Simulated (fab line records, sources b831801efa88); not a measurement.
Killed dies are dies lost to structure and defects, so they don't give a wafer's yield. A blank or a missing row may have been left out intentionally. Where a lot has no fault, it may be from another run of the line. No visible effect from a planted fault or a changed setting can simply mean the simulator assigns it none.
fab line records | flow gf180mcu | part 1 of 2: steps 1 to 31 of 43
[record] lots = 5 | wafers = 15 | last_day = 33
route steps=602 shown VT_IMPLANT@125 MVSD@136 NWELL@137 LVPWELL@138 MVPSD@139 DUAL_GATE@141 POLY_GATE@157
lots that met no fault: from a run of the same line without faults
start_h: start of the lot's first displayed wafer, in hours after the record's first day | wait_h: hours from the lot's prior step to this one | " identical to the entry in the row above | L1.1+2: a single row standing in for several wafers | - value missing, or start not given | * or withheld: withheld | < > ~ a bound
route shown NAME@n: names a module that has steps shown in the file, with the first one's number in the route | usual: mean/standard deviation taken from wafers without a fault | same: alike in all rows | chamber/n: place in a boat | sites: readings site by site | _std_site: their standard deviation | _edge_site: mean of outer sites minus mean of inner sites | radius_mm: how far each site lies from the wafer's centre | mask NAME#n: copy n | behind: the most recent tool/chamber to have shaped the wafer | hold: reason for holding the lot/hours on hold/outcome of the hold | device: the transistor (n, p or np) that didn't switch | end of line: the same wafers' tests at the end of the route | where a step has no rows: the recipe by itself | killed: the dies lost at the first sort to structure and to defects; this is not the yield of the wafer | map: a wafer's dies, marking killed ones x, the rest . and places with no die _
set.NAME: setting as actually run; set.NAME@STEP: the setting as run at that earlier step | model.NAME: the simulator's own value behind a step, which no gauge read
a table for each step, a row for each wafer; lots at some steps of the route
services: a tool's chamber out of use, with start hour (start_h, from the record's first day; less than 0 if before it), hours out, and reason
[[steps]]
[step GF_VT_IMPLANT_COAT_35]
[recipe] resist = NOVOLAK | spin_rpm = 3000 | resist_thk_nm = 1000
lot.wafer  | tool           | chamber | start_h | wait_h
L081.4+5+6 | litho_track-04 | 0       | 202.85  | 0.1
L084.1+4+6 | litho_track-01 | 0       | 221.68  | 0.1
L086.1+2+4 | litho_track-04 | 0       | 236.87  | 0.1
L087.4+5+6 | litho_track-01 | 0       | 240.21  | 0.1
L089.1+3+6 | litho_track-01 | 0       | 255.18  | 0.1
[step GF_VT_IMPLANT_SOFTBAKE_36]
[recipe] temp_c = 90 | time_s = 60 | resist = NOVOLAK
[usual] plate_temp_C = 90.01/0.15
lot.wafer | tool           | chamber | start_h | wait_h | plate_temp_C
L081.4    | litho_track-04 | 0       | 203.00  | 0.1    | 90.14
L081.5    | "              | 0       | "       | "      | 90.05
L081.6    | "              | 0       | "       | "      | 89.93
L084.1    | litho_track-01 | 0       | 221.83  | 0.1    | 90.25
L084.4    | "              | 0       | "       | "      | 90.11
L084.6    | "              | 0       | "       | "      | 90.24
L086.1    | litho_track-04 | 0       | 237.02  | 0.1    | 90.03
L086.2    | "              | 0       | "       | "      | 90.06
L086.4    | "              | 0       | "       | "      | 89.88
L087.4    | litho_track-01 | 0       | 240.36  | 0.1    | 89.96
L087.5    | "              | 0       | "       | "      | 90.25
L087.6    | "              | 0       | "       | "      | 90.24
L089.1    | litho_track-01 | 0       | 255.33  | 0.1    | 89.97
L089.3    | "              | 0       | "       | "      | 90.02
L089.6    | "              | 0       | "       | "      | 90.00
[step GF_VT_IMPLANT_EXPOSE_37]
[recipe] mask_id = Nwell_HV_AREA | target_cd_nm = 860 | na = 0.6 | source_shape = conventional | sigma_outer = 0.6 | dose_mj = 140
[same] na = 0.6 | sigma_outer = 0.6
lot.wafer  | tool             | chamber | start_h | wait_h | mask
L081.4+5+6 | iline_stepper-02 | 0       | -       | -      | Nwell_HV_AREA#0
L084.1+4+6 | iline_stepper-01 | 0       | -       | -      | Nwell_HV_AREA#0
L086.1+2+4 | iline_stepper-02 | 0       | -       | -      | Nwell_HV_AREA#0
L087.4+5+6 | iline_stepper-02 | 0       | -       | -      | Nwell_HV_AREA#0
L089.1+3+6 | iline_stepper-01 | 0       | -       | -      | Nwell_HV_AREA#0
[step GF_VT_IMPLANT_PEB_38]
[recipe] temp_c = withheld | time_s = * | resist = NOVOLAK
lot.wafer  | tool           | chamber | start_h | wait_h
L081.4+5+6 | litho_track-01 | 0       | -       | -
L084.1+4+6 | litho_track-03 | 0       | -       | -
L086.1+2+4 | litho_track-01 | 0       | -       | -
L087.4+5+6 | litho_track-03 | 0       | -       | -
L089.1+3+6 | litho_track-01 | 0       | -       | -
[step GF_VT_IMPLANT_DEVELOP_39]
[recipe] develop_time_s = 60 | dev_temp_c = 23
lot.wafer  | tool           | chamber | start_h | wait_h
L081.4+5+6 | litho_track-01 | 0       | 211.96  | 0.1
L084.1+4+6 | litho_track-03 | 0       | 231.19  | 0.1
L086.1+2+4 | litho_track-01 | 0       | 246.03  | 0.1
L087.4+5+6 | litho_track-03 | 0       | 249.76  | 0.1
L089.1+3+6 | litho_track-01 | 0       | 264.98  | 0.1
[step GF_VT_IMPLANT_OVL_MEAS_40]
[usual] VT_IMPLANT_03_OVL = 0.3/1.5
lot.wafer | tool       | chamber | start_h | wait_h | VT_IMPLANT_03_OVL[nm]
L081.4    | overlay-01 | -       | 212.05  | 0.1    | -1.1
L081.5    | "          | -       | "       | "      | 0.8
L081.6    | "          | -       | "       | "      | 0.1
L084.1    | overlay-02 | -       | 231.34  | 0.1    | -0.8
L084.4    | "          | -       | "       | "      | -3.5
L084.6    | "          | -       | "       | "      | 0.8
L086.1    | overlay-01 | -       | 246.18  | 0.1    | 2.0
L086.2    | "          | -       | "       | "      | -0.6
L086.4    | "          | -       | "       | "      | -0.6
L087.4    | overlay-02 | -       | 249.85  | 0.1    | 2.8
L087.5    | "          | -       | "       | "      | 2.5
L087.6    | "          | -       | "       | "      | 1.0
L089.1    | overlay-02 | -       | 265.13  | 0.1    | -4.2
L089.3    | "          | -       | "       | "      | -0.8
L089.6    | "          | -       | "       | "      | -2.3
[step GF_VT_IMPLANT_IMPLANT_41]
[recipe] species = As | energy_kev = 70 | dose_cm2 = 1.013e+12 | tilt_deg = 7
[usual] beam_energy_keV = 69.999/0.022
lot.wafer | tool         | chamber | start_h | wait_h | beam_energy_keV
L081.4    | implanter-03 | 0       | 212.14  | 0.1    | 70.010
L081.5    | "            | 0       | "       | "      | 69.993
L081.6    | "            | 0       | "       | "      | 70.004
L084.1    | implanter-03 | 0       | 231.37  | 0.0    | 70.037
L084.4    | "            | 0       | "       | "      | 70.040
L084.6    | "            | 0       | "       | "      | 70.056
L086.1    | implanter-01 | 0       | 246.22  | 0.0    | 69.994
L086.2    | "            | 0       | "       | "      | 70.021
L086.4    | "            | 0       | "       | "      | 70.001
L087.4    | implanter-01 | 0       | 249.95  | 0.1    | 69.987
L087.5    | "            | 0       | "       | "      | 69.998
L087.6    | "            | 0       | "       | "      | 69.997
L089.1    | implanter-01 | 0       | 265.17  | 0.0    | 69.978
L089.3    | "            | 0       | "       | "      | 69.992
L089.6    | "            | 0       | "       | "      | 69.981
[step GF_VT_IMPLANT_STRIP_42]
[recipe] chemistry = O2/N2 | power_w = 1400 | pressure_mtorr = 1500 | platen_temp_c = 250 | o2_flow_sccm = 3000 | n2_flow_sccm = 300 | overash_fraction = 0.5
[usual] drypump_motor_current_A = 5.56/0.13 | heater_power_w = 318/31 | oes_product_au = 0.716/0.0044 | strip_time_to_endpoint_s = 12.63/0.032
lot.wafer | tool            | chamber | start_h | wait_h | drypump_motor_current_A | heater_power_w | oes_product_au | rf_hours_counter_h | strip_time_to_endpoint_s
L081.4    | plasma_asher-04 | 1       | 212.25  | 0.1    | 5.51                    | 324            | 0.719          | -                  | 12.65
L081.5    | "               | 0       | "       | "      | 5.65                    | 298            | 0.709          | -                  | 12.60
L081.6    | "               | 1       | "       | "      | 5.51                    | 323            | 0.721          | -                  | 12.65
L084.1    | plasma_asher-04 | 0       | 231.52  | 0.1    | 5.62                    | 305            | 0.707          | 13                 | 12.61
L084.4    | "               | 0       | "       | "      | 5.61                    | 299            | 0.712          | -                  | 12.61
L084.6    | "               | 1       | "       | "      | 5.49                    | 336            | 0.715          | -                  | 12.62
L086.1    | plasma_asher-03 | 1       | 246.37  | 0.1    | 5.53                    | 278            | 0.709          | 40                 | 12.64
L086.2    | "               | 0       | "       | "      | 5.73                    | 322            | 0.717          | 40                 | 12.65
L086.4    | "               | 0       | "       | "      | 5.75                    | 328            | 0.714          | -                  | 12.66
L087.4    | plasma_asher-01 | 1       | 250.05  | 0.1    | 5.26                    | 326            | 0.721          | -                  | 12.63
L087.5    | "               | 0       | "       | "      | 5.57                    | 379            | 0.716          | -                  | 12.61
L087.6    | "               | 1       | "       | "      | 5.26                    | 323            | 0.713          | -                  | 12.60
L089.1    | plasma_asher-04 | 0       | 265.32  | 0.1    | 5.61                    | 307            | 0.712          | 17                 | 12.66
L089.3    | "               | 1       | "       | "      | 5.50                    | 333            | 0.720          | -                  | 12.63
L089.6    | "               | 0       | "       | "      | 5.65                    | 305            | 0.716          | -                  | 12.63
[step GF_VT_IMPLANT_TW_MEAS_43]
[usual] VT_IMPLANT_4_TW = 688/3.1
lot.wafer | tool          | chamber | start_h | wait_h | VT_IMPLANT_4_TW
L081.4    | film_metro-03 | -       | 212.35  | 0.1    | 686
L081.5    | "             | -       | "       | "      | 686
L081.6    | "             | -       | "       | "      | 683
L084.1    | film_metro-04 | -       | 231.62  | 0.1    | 691
L084.4    | "             | -       | "       | "      | 692
L084.6    | "             | -       | "       | "      | 691
L086.1    | film_metro-03 | -       | 246.47  | 0.1    | 692
L086.2    | "             | -       | "       | "      | 687
L086.4    | "             | -       | "       | "      | 695
L087.4    | film_metro-03 | -       | 250.15  | 0.1    | 691
L087.5    | "             | -       | "       | "      | 688
L087.6    | "             | -       | "       | "      | 691
L089.1    | film_metro-03 | -       | 265.42  | 0.1    | 692
L089.3    | "             | -       | "       | "      | 695
L089.6    | "             | -       | "       | "      | 692
[step GF_VT_IMPLANT_CLEAN_44]
[recipe] chemistry = SC1/SC2 | mix = 1:4:20 | temp_c = 70 | time_s = 150 | dry = n2_spin
lot.wafer  | tool         | chamber | start_h | wait_h
L081.4+5+6 | wet_bench-01 | 1       | 212.38  | 0.0
L084.1+4+6 | wet_bench-03 | 2       | 231.68  | 0.1
L086.1+2+4 | wet_bench-04 | 0       | 246.53  | 0.1
L087.4+5+6 | wet_bench-03 | 3       | 250.18  | 0.0
L089.1+3+6 | wet_bench-01 | 0       | 265.48  | 0.1
[step GF_VT_IMPLANT_RTA_45]
[recipe] temp_c = 1050 | time_s = 30 | ambient = N2
[usual] chamber_o2_ppm = 1.999/0.021 | lamp_power_pct = 34.7/0.87 | wafer_temp_C_max = 1054.3/0.85
lot.wafer | tool          | chamber | start_h | wait_h | chamber_o2_ppm | lamp_power_pct | wafer_temp_C_max
L081.4    | rtp_anneal-02 | 0       | 212.49  | 0.1    | 2.015          | 33.7           | 1053.1
L081.5    | "             | 0       | "       | "      | 1.999          | 33.7           | 1055.4
L081.6    | "             | 0       | "       | "      | 2.010          | 33.7           | 1053.7
L084.1    | rtp_anneal-01 | 0       | 231.73  | 0.0    | 1.996          | 35.4           | 1054.5
L084.4    | "             | 0       | "       | "      | 1.971          | 35.4           | 1053.1
L084.6    | "             | 0       | "       | "      | 1.996          | 35.4           | 1052.8
L086.1    | rtp_anneal-01 | 0       | 246.58  | 0.0    | 1.979          | 35.4           | 1052.5
L086.2    | "             | 0       | "       | "      | 1.980          | 35.4           | 1054.5
L086.4    | "             | 0       | "       | "      | 1.977          | 35.4           | 1055.3
L087.4    | rtp_anneal-01 | 0       | 250.28  | 0.1    | 1.962          | 35.5           | 1056.0
L087.5    | "             | 0       | "       | "      | 1.980          | 35.5           | 1052.6
L087.6    | "             | 0       | "       | "      | 1.972          | 35.4           | 1054.0
L089.1    | rtp_anneal-02 | 0       | 265.53  | 0.0    | 2.021          | 33.7           | 1055.1
L089.3    | "             | 0       | "       | "      | 2.054          | 33.7           | 1054.7
L089.6    | "             | 0       | "       | "      | 1.994          | 33.7           | 1054.4
[step GF_VT_IMPLANT_RS_MEAS_46]
[recipe] thk_meas_gauge = four-point-probe
[usual] MVSD_RS = 456.9/1.4
lot.wafer | tool          | chamber | start_h | wait_h | MVSD_RS[ohm/sq]
L081.4    | film_metro-02 | -       | 212.60  | 0.1    | 457.4
L081.5    | "             | -       | "       | "      | 457.8
L081.6    | "             | -       | "       | "      | 458.1
L084.1    | film_metro-01 | -       | 231.83  | 0.1    | 455.3
L084.4    | "             | -       | "       | "      | 453.9
L084.6    | "             | -       | "       | "      | 454.6
L086.1    | film_metro-04 | -       | 246.68  | 0.1    | 457.1
L086.2    | "             | -       | "       | "      | 456.6
L086.4    | "             | -       | "       | "      | 456.2
L087.4    | film_metro-01 | -       | 250.39  | 0.1    | 456.1
L087.5    | "             | -       | "       | "      | 456.3
L087.6    | "             | -       | "       | "      | 455.9
L089.1    | film_metro-02 | -       | 265.63  | 0.1    | 457.6
L089.3    | "             | -       | "       | "      | 457.9
L089.6    | "             | -       | "       | "      | 457.9
[step GF_VT_IMPLANT_RS_MEAS_47]
[recipe] thk_meas_gauge = four-point-probe
[usual] NWELL_RS = 488.3/1.8
lot.wafer | tool          | chamber | start_h | wait_h | NWELL_RS[ohm/sq]
L081.4    | film_metro-02 | -       | 212.72  | 0.1    | 487.6
L081.5    | "             | -       | "       | "      | 486.7
L081.6    | "             | -       | "       | "      | 487.6
L084.1    | film_metro-01 | -       | 231.95  | 0.1    | 488.4
L084.4    | "             | -       | "       | "      | 487.8
L084.6    | "             | -       | "       | "      | 486.8
L086.1    | film_metro-04 | -       | 246.80  | 0.1    | 487.9
L086.2    | "             | -       | "       | "      | 486.6
L086.4    | "             | -       | "       | "      | 488.6
L087.4    | film_metro-01 | -       | 250.51  | 0.1    | 485.1
L087.5    | "             | -       | "       | "      | 485.6
L087.6    | "             | -       | "       | "      | 485.8
L089.1    | film_metro-02 | -       | 265.75  | 0.1    | 491.6
L089.3    | "             | -       | "       | "      | 490.9
L089.6    | "             | -       | "       | "      | 491.8
[step GF_VT_IMPLANT_RS_MEAS_48]
[recipe] thk_meas_gauge = four-point-probe
[usual] LVPWELL_RS = 1197/3.4
lot.wafer | tool          | chamber | start_h | wait_h | LVPWELL_RS[ohm/sq]
L081.4    | film_metro-02 | -       | 212.84  | 0.1    | 1198
L081.5    | "             | -       | "       | "      | 1201
L081.6    | "             | -       | "       | "      | 1204
L084.1    | film_metro-01 | -       | 232.07  | 0.1    | 1193
L084.4    | "             | -       | "       | "      | 1191
L084.6    | "             | -       | "       | "      | 1195
L086.1    | film_metro-04 | -       | 246.92  | 0.1    | 1198
L086.2    | "             | -       | "       | "      | 1197
L086.4    | "             | -       | "       | "      | 1198
L087.4    | film_metro-01 | -       | 250.63  | 0.1    | 1192
L087.5    | "             | -       | "       | "      | 1195
L087.6    | "             | -       | "       | "      | 1192
L089.1    | film_metro-02 | -       | 265.87  | 0.1    | 1195
L089.3    | "             | -       | "       | "      | 1195
L089.6    | "             | -       | "       | "      | 1198
[step GF_VT_IMPLANT_RS_MEAS_49]
[recipe] thk_meas_gauge = four-point-probe
[usual] MVPSD_RS = 1169/4.4
lot.wafer | tool          | chamber | start_h | wait_h | MVPSD_RS[ohm/sq]
L081.4    | film_metro-02 | -       | 212.96  | 0.1    | 1175
L081.5    | "             | -       | "       | "      | 1180
L081.6    | "             | -       | "       | "      | 1175
L084.1    | film_metro-01 | -       | 232.19  | 0.1    | 1159
L084.4    | "             | -       | "       | "      | 1161
L084.6    | "             | -       | "       | "      | 1164
L086.1    | film_metro-04 | -       | 247.04  | 0.1    | 1175
L086.2    | "             | -       | "       | "      | 1175
L086.4    | "             | -       | "       | "      | 1176
L087.4    | film_metro-01 | -       | 250.75  | 0.1    | 1164
L087.5    | "             | -       | "       | "      | 1164
L087.6    | "             | -       | "       | "      | 1163
L089.1    | film_metro-02 | -       | 265.99  | 0.1    | 1171
L089.3    | "             | -       | "       | "      | 1177
L089.6    | "             | -       | "       | "      | 1171
[step GF_VT_IMPLANT_WET_ETCH_50]
[recipe] chemistry = dHF | target_depth_nm = 20 | target = SiO2 | temp_c = 25 | dilution = 100:1 | time_s = 400
lot.wafer  | tool         | chamber | start_h | wait_h
L081.4+5+6 | wet_bench-03 | 0       | 213.02  | 0.0
L084.1+4+6 | wet_bench-03 | 0       | 232.31  | 0.1
L086.1+2+4 | wet_bench-04 | 1       | 247.16  | 0.1
L087.4+5+6 | wet_bench-03 | 3       | 250.81  | 0.0
L089.1+3+6 | wet_bench-01 | 2       | 266.11  | 0.1
[step GF_DUAL_GATE_CLEAN_00]
[recipe] chemistry = SC1/SC2 | mix = 1:4:20 | temp_c = 70 | time_s = 150
lot.wafer  | tool         | chamber | start_h | wait_h
L081.4+5+6 | wet_bench-03 | 3       | 213.15  | 0.0
L084.1+4+6 | wet_bench-01 | 1       | 232.43  | 0.0
L086.1+2+4 | wet_bench-03 | 3       | 247.28  | 0.0
L087.4+5+6 | wet_bench-01 | 1       | 250.94  | 0.0
L089.1+3+6 | wet_bench-01 | 0       | 266.24  | 0.0
[step GF_DUAL_GATE_CLEAN_01]
[recipe] chemistry = dHF | time_s = 20 | dilution = 100:1 | dry = ipa_marangoni
lot.wafer  | tool         | chamber | start_h | wait_h
L081.4+5+6 | wet_bench-03 | 1       | 213.20  | 0.0
L084.1+4+6 | wet_bench-04 | 0       | 232.49  | 0.0
L086.1+2+4 | wet_bench-04 | 1       | 247.33  | 0.0
L087.4+5+6 | wet_bench-03 | 2       | 250.99  | 0.0
L089.1+3+6 | wet_bench-01 | 0       | 266.30  | 0.0
[step GF_DUAL_GATE_OXIDATION_02]
[recipe] temp_c = 900 | ambient = O2 | stabilise_s = 600 | purge_s = 300 | target_thk_a = 108.87 | ox_time_s = 1602
[usual] ox_temp_c_max = 903.8/1.3 | zone_power_upper_pct = 18.8/0.75
[same] ox_time_s = 1602
lot.wafer | tool       | chamber | start_h | wait_h | ox_temp_c_max | zone_power_upper_pct
L081.4    | furnace-01 | 0       | 213.22  | 0.0    | 902.7         | 19.2
L081.5    | "          | 0       | "       | "      | 902.4         | 19.5
L081.6    | "          | 0       | "       | "      | 904.0         | 19.5
L084.1    | furnace-02 | 0       | 232.76  | 0.3    | 904.7         | 17.7
L084.4    | "          | 0       | "       | "      | 905.5         | 17.7
L084.6    | "          | 0       | "       | "      | 905.0         | 18.0
L086.1    | furnace-01 | 0       | 247.34  | 0.0    | 902.5         | 18.9
L086.2    | "          | 0       | "       | "      | 903.0         | 19.1
L086.4    | "          | 0       | "       | "      | 903.4         | 19.4
L087.4    | furnace-01 | 0       | 251.51  | 0.5    | 902.7         | 19.3
L087.5    | "          | 0       | "       | "      | 902.4         | 19.7
L087.6    | "          | 0       | "       | "      | 903.4         | 19.1
L089.1    | furnace-01 | 0       | 266.31  | 0.0    | 902.6         | 19.6
L089.3    | "          | 0       | "       | "      | 902.9         | 19.4
L089.6    | "          | 0       | "       | "      | 902.4         | 19.5
[step GF_DUAL_GATE_THK_MEAS_03]
[recipe] reads = SiO2_of_DUAL_GATE_OXIDATION_02
[usual] DUAL_GATE_OXIDATION_00_THK = 10.83/0.21
lot.wafer | tool          | chamber | start_h | wait_h | DUAL_GATE_OXIDATION_00_THK[nm]
L081.4    | film_metro-04 | -       | 214.69  | 0.0    | 10.45
L081.5    | "             | -       | "       | "      | 10.58
L081.6    | "             | -       | "       | "      | 10.47
L084.1    | film_metro-03 | -       | 234.21  | 0.0    | 11.10
L084.4    | "             | -       | "       | "      | 11.01
L084.6    | "             | -       | "       | "      | 11.07
L086.1    | film_metro-03 | -       | 248.78  | 0.0    | 11.00
L086.2    | "             | -       | "       | "      | 11.11
L086.4    | "             | -       | "       | "      | 11.01
L087.4    | film_metro-04 | -       | 252.99  | 0.0    | 10.90
L087.5    | "             | -       | "       | "      | 10.95
L087.6    | "             | -       | "       | "      | 11.06
L089.1    | film_metro-03 | -       | 267.76  | 0.0    | 10.67
L089.3    | "             | -       | "       | "      | 10.79
L089.6    | "             | -       | "       | "      | 10.89
[step GF_DUAL_GATE_DEHYDRATE_04]
[recipe] temp_c = 200 | time_s = 60
[usual] plate_temp_C = 200.00/0.16
lot.wafer | tool           | chamber | start_h | wait_h | plate_temp_C
L081.4    | litho_track-02 | 0       | 223.30  | 8.6    | 199.86
L081.5    | "              | 0       | "       | "      | 200.05
L081.6    | "              | 0       | "       | "      | 200.09
L084.1    | litho_track-03 | 0       | 242.99  | 8.8    | 200.10
L084.4    | "              | 0       | "       | "      | 199.91
L084.6    | "              | 0       | "       | "      | 199.98
L086.1    | litho_track-02 | 0       | 257.52  | 8.7    | 200.37
L086.2    | "              | 0       | "       | "      | 199.70
L086.4    | "              | 0       | "       | "      | 199.95
L087.4    | litho_track-02 | 0       | 261.85  | 8.8    | 199.92
L087.5    | "              | 0       | "       | "      | 199.80
L087.6    | "              | 0       | "       | "      | 199.96
L089.1    | litho_track-01 | 0       | 277.53  | 9.8    | 200.12
L089.3    | "              | 0       | "       | "      | 200.12
L089.6    | "              | 0       | "       | "      | 200.11
[step GF_DUAL_GATE_HMDS_05]
[recipe] prime_time_s = 60 | prime_temp_c = 120
lot.wafer  | tool           | chamber | start_h | wait_h
L081.4+5+6 | litho_track-02 | 0       | 223.45  | 0.1
L084.1+4+6 | litho_track-03 | 0       | 243.14  | 0.1
L086.1+2+4 | litho_track-02 | 0       | 257.67  | 0.1
L087.4+5+6 | litho_track-02 | 0       | 262.00  | 0.1
L089.1+3+6 | litho_track-01 | 0       | 277.68  | 0.1
[step GF_DUAL_GATE_COAT_06]
[recipe] resist = NOVOLAK | spin_rpm = 3000 | resist_thk_nm = 1000
lot.wafer  | tool           | chamber | start_h | wait_h
L081.4+5+6 | litho_track-02 | 0       | 223.60  | 0.1
L084.1+4+6 | litho_track-03 | 0       | 243.29  | 0.1
L086.1+2+4 | litho_track-02 | 0       | 257.82  | 0.1
L087.4+5+6 | litho_track-02 | 0       | 262.15  | 0.1
L089.1+3+6 | litho_track-01 | 0       | 277.83  | 0.1
[step GF_DUAL_GATE_SOFTBAKE_07]
[recipe] temp_c = 90 | time_s = 60 | resist = NOVOLAK
[usual] plate_temp_C = 90.00/0.13
lot.wafer | tool           | chamber | start_h | wait_h | plate_temp_C
L081.4    | litho_track-02 | 0       | 223.75  | 0.1    | 90.27
L081.5    | "              | 0       | "       | "      | 90.21
L081.6    | "              | 0       | "       | "      | 90.25
L084.1    | litho_track-03 | 0       | 243.44  | 0.1    | 89.97
L084.4    | "              | 0       | "       | "      | 90.04
L084.6    | "              | 0       | "       | "      | 89.68
L086.1    | litho_track-02 | 0       | 257.97  | 0.1    | 89.83
L086.2    | "              | 0       | "       | "      | 89.94
L086.4    | "              | 0       | "       | "      | 89.89
L087.4    | litho_track-02 | 0       | 262.30  | 0.1    | 90.17
L087.5    | "              | 0       | "       | "      | 90.11
L087.6    | "              | 0       | "       | "      | 90.02
L089.1    | litho_track-01 | 0       | 277.98  | 0.1    | 89.96
L089.3    | "              | 0       | "       | "      | 90.05
L089.6    | "              | 0       | "       | "      | 89.84
[step GF_DUAL_GATE_EXPOSE_08]
[recipe] mask_id = Dualgate | target_cd_nm = 700 | na = 0.6 | source_shape = conventional | sigma_outer = 0.6 | dose_mj = 140
[same] na = 0.6 | sigma_outer = 0.6
lot.wafer  | tool             | chamber | start_h | wait_h | mask
L081.4+5+6 | iline_stepper-01 | 0       | -       | -      | Dualgate#0
L084.1+4+6 | iline_stepper-02 | 0       | -       | -      | Dualgate#0
L086.1+2+4 | iline_stepper-02 | 0       | -       | -      | Dualgate#0
L087.4+5+6 | iline_stepper-01 | 0       | -       | -      | Dualgate#0
L089.1+3+6 | iline_stepper-01 | 0       | -       | -      | Dualgate#0
[step GF_DUAL_GATE_PEB_09]
[recipe] temp_c = withheld | time_s = * | resist = NOVOLAK
lot.wafer  | tool           | chamber | start_h | wait_h
L081.4+5+6 | litho_track-02 | 0       | -       | -
L084.1+4+6 | litho_track-03 | 0       | -       | -
L086.1+2+4 | litho_track-01 | 0       | -       | -
L087.4+5+6 | litho_track-03 | 0       | -       | -
L089.1+3+6 | litho_track-01 | 0       | -       | -
[step GF_DUAL_GATE_DEVELOP_10]
[recipe] develop_time_s = 60 | dev_temp_c = 23
lot.wafer  | tool           | chamber | start_h | wait_h
L081.4+5+6 | litho_track-02 | 0       | 232.95  | 0.1
L084.1+4+6 | litho_track-03 | 0       | 252.83  | 0.1
L086.1+2+4 | litho_track-01 | 0       | 267.53  | 0.1
L087.4+5+6 | litho_track-03 | 0       | 272.21  | 0.1
L089.1+3+6 | litho_track-01 | 0       | 287.58  | 0.1
[step GF_DUAL_GATE_OVL_MEAS_11]
[usual] DUAL_GATE_OVL = 0.2/1.3
lot.wafer | tool       | chamber | start_h | wait_h | DUAL_GATE_OVL[nm]
L081.4    | overlay-01 | -       | 233.04  | 0.1    | -2.4
L081.5    | "          | -       | "       | "      | 1.1
L081.6    | "          | -       | "       | "      | -0.7
L084.1    | overlay-01 | -       | 252.98  | 0.1    | 3.0
L084.4    | "          | -       | "       | "      | 0.8
L084.6    | "          | -       | "       | "      | 0.6
L086.1    | overlay-01 | -       | 267.68  | 0.1    | 3.0
L086.2    | "          | -       | "       | "      | 3.1
L086.4    | "          | -       | "       | "      | 1.3
L087.4    | overlay-01 | -       | 272.30  | 0.1    | -0.3
L087.5    | "          | -       | "       | "      | -1.7
L087.6    | "          | -       | "       | "      | -2.2
L089.1    | overlay-01 | -       | 287.73  | 0.1    | 1.8
L089.3    | "          | -       | "       | "      | 0.6
L089.6    | "          | -       | "       | "      | 1.4
[step GF_DUAL_GATE_WET_ETCH_12]
[recipe] chemistry = dHF | target_depth_nm = 13 | dry = n2_spin | target = SiO2 | temp_c = 25 | dilution = 100:1 | time_s = 260
lot.wafer  | tool         | chamber | start_h | wait_h
L081.4+5+6 | wet_bench-03 | 1       | 233.06  | 0.0
L084.1+4+6 | wet_bench-04 | 2       | 253.03  | 0.0
L086.1+2+4 | wet_bench-03 | 2       | 267.72  | 0.0
L087.4+5+6 | wet_bench-04 | 1       | 272.32  | 0.0
L089.1+3+6 | wet_bench-04 | 1       | 287.77  | 0.0
[step GF_DUAL_GATE_STRIP_13]
[recipe] chemistry = O2/N2 | power_w = 1400 | pressure_mtorr = 1500 | platen_temp_c = 250 | o2_flow_sccm = 3000 | n2_flow_sccm = 300 | overash_fraction = 0.5
[usual] drypump_motor_current_A = 5.64/0.28 | heater_power_w = 324/29 | oes_product_au = 0.715/0.0048 | strip_time_to_endpoint_s = 12.62/0.032
lot.wafer | tool            | chamber | start_h | wait_h | drypump_motor_current_A | heater_power_w | oes_product_au | rf_hours_counter_h | strip_time_to_endpoint_s
L081.4    | plasma_asher-03 | 1       | 233.17  | 0.0    | 5.54                    | 270            | 0.711          | -                  | 12.57
L081.5    | "               | 0       | "       | "      | 5.70                    | 332            | 0.711          | -                  | 12.61
L081.6    | "               | 1       | "       | "      | 5.55                    | 280            | 0.710          | -                  | 12.62
L084.1    | plasma_asher-04 | 1       | 253.12  | 0.0    | 5.54                    | 339            | 0.718          | 15                 | 12.57
L084.4    | "               | 0       | "       | "      | 5.62                    | 301            | 0.716          | -                  | 12.62
L084.6    | "               | 1       | "       | "      | 5.52                    | 333            | 0.717          | -                  | 12.62
L086.1    | plasma_asher-03 | 1       | 267.80  | 0.0    | 5.55                    | 285            | 0.717          | 42                 | 12.63
L086.2    | "               | 0       | "       | "      | 5.70                    | 338            | 0.710          | 42                 | 12.66
L086.4    | "               | 1       | "       | "      | 5.52                    | 288            | 0.720          | -                  | 12.61
L087.4    | plasma_asher-03 | 0       | 272.43  | 0.0    | 5.72                    | 329            | 0.715          | -                  | 12.62
L087.5    | "               | 1       | "       | "      | 5.52                    | 279            | 0.715          | -                  | 12.68
L087.6    | "               | 0       | "       | "      | 5.72                    | 333            | 0.713          | -                  | 12.67
L089.1    | plasma_asher-02 | 0       | 287.85  | 0.0    | 5.27                    | 343            | 0.713          | 60                 | 12.61
L089.3    | "               | 1       | "       | "      | 6.21                    | 365            | 0.706          | -                  | 12.67
L089.6    | "               | 0       | "       | "      | 5.28                    | 332            | 0.707          | -                  | 12.64
[step GF_DUAL_GATE_CLEAN_14]
[recipe] chemistry = SC1/SC2 | mix = 1:4:20 | temp_c = 70 | time_s = 150 | dry = n2_spin
lot.wafer  | tool         | chamber | start_h | wait_h
L081.4+5+6 | wet_bench-03 | 2       | 233.24  | 0.0
L084.1+4+6 | wet_bench-01 | 2       | 253.22  | 0.1
L086.1+2+4 | wet_bench-01 | 1       | 267.90  | 0.1
L087.4+5+6 | wet_bench-01 | 0       | 272.50  | 0.0
L089.1+3+6 | wet_bench-01 | 0       | 287.95  | 0.1
